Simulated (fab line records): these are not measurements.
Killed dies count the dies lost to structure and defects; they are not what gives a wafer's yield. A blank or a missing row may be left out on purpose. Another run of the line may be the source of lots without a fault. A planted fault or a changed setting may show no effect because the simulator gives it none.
Chamber matching	flow gf180mcu	cmp-02 running GF_V2_CMP_26: 4 sister chambers
The step polishes, stops on SiO2, t overpolish 15 s, target thk 0 nm. 7 wafers are shown with their chamber, then 7 later ones without.

WAFERS PAIRED WITH THEIR CHAMBERS
wafer	chamber	motor_current_A (A)	time_to_endpoint_s (s)
L575.5	0	12.0	78
L577.2	1	14.0	85
L590.1	3	10.4	80
L592.4	0	11.7	81
L592.5	2	10.9	86
L594.1	3	9.8	86
L594.3	2	11.1	90

WAFERS WHOSE CHAMBER IS MISSING
wafer	motor_current_A (A)	time_to_endpoint_s (s)
L594.6	11.7	84
L595.2	10.8	80
L595.3	11.6	78
L595.5	10.3	84
L596.2	12.3	86
L596.3	9.9	78
L596.5	10.3	81

WHICH CHAMBER EACH WENT THROUGH
wafer	from the rows above	in truth
L594.6	can't be placed: 0 or 2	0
L595.2	can't be placed: 2 or 3 or 0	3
L595.3	0	0
L595.5	can't be placed: 3 or 2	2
L596.2	0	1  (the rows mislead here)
L596.3	3	3
L596.5	3	3
Correctly placed: 3 of 7. Can't be placed from these rows: 3 (the true chamber is among the candidates in 3). 1 placed wrongly.
How it was worked out, from the rows above alone: a wafer's distance from a chamber is the root of the sum, over the readings, of the square of ((its reading less the chamber's mean) divided by the reading's scatter). The wafer belongs to the nearest chamber; if the next one is less than 2 further off, it can't be placed. The mean given for a chamber averages the wafers shown for that chamber. How the scatter is found: for the shown wafers, subtract from each reading the mean of its chamber, square and add these, divide the total by (wafers less chambers), then take the root.
